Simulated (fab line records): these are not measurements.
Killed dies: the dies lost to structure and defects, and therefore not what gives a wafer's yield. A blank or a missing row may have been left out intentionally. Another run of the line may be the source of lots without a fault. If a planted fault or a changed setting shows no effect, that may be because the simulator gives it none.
Matching of chambers    flow gf180mcu    cmp-01 running GF_V2_CMP_04: 4 sister chambers
The step polishes SiO2. 14 wafers are shown with their chamber, then 7 later ones without.

== WAFERS WITH THEIR CHAMBER ==
wafer   chamber  motorCurrentA (A)  timeToEndpointS (s)
L650.1  1        12.2               83
L650.4  2        12.2               88
L650.6  0        12.3               83
L651.1  3        10.3               78
L651.2  1        12.9               89
L651.4  2        13.1               91
L655.1  1        12.7               77
L655.2  3        10.9               73
L655.3  0        12.3               71
L656.1  1        12.1               87
L656.4  3        10.8               79
L656.5  1        13.4               92
L665.1  2        12.0               81
L665.3  3        10.7               79

SIGNATURES (means of the wafers above)
reading          chamber 0  chamber 1  chamber 2  chamber 3  scatter within a chamber
motorCurrentA    12.300     12.660     12.433     10.675     0.45
timeToEndpointS  77.00      85.60      86.67      77.25      5.33
Rule: a wafer's distance from a chamber is the root of the sum, over the readings, of the square of ((its reading less the chamber's mean) divided by the reading's scatter). If the next closest chamber is less than 2 further off than the closest, the wafer can't be placed; otherwise it belongs to the closest. The scatter: the root of (the sum of the squares of (reading less its chamber's mean) over the shown wafers, divided by (wafers less chambers)).

== WAFERS WITH NO CHAMBER GIVEN ==
wafer   motorCurrentA (A)  timeToEndpointS (s)
L665.5  12.7               92
L669.2  12.6               83
L669.3  11.1               82
L669.5  12.6               88
L670.1  10.9               76
L670.5  12.2               77
L670.6  11.1               88

== WHICH CHAMBER EACH WENT THROUGH ==
wafer   from the rows above                in truth
L665.5  can't be placed: 2 or 1 or 0       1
L669.2  can't be placed: 1 or 2 or 0       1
L669.3  can't be placed: 3 or 0 or 2       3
L669.5  can't be placed: 2 or 1 or 0       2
L670.1  3                                  3
L670.5  can't be placed: 0 or 2 or 1       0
L670.6  can't be placed: 3 or 2 or 0 or 1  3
Correctly placed: 1 of 7. Not placeable from these rows: 6 (in 6, the candidates include the true chamber). Number placed wrongly: 0.
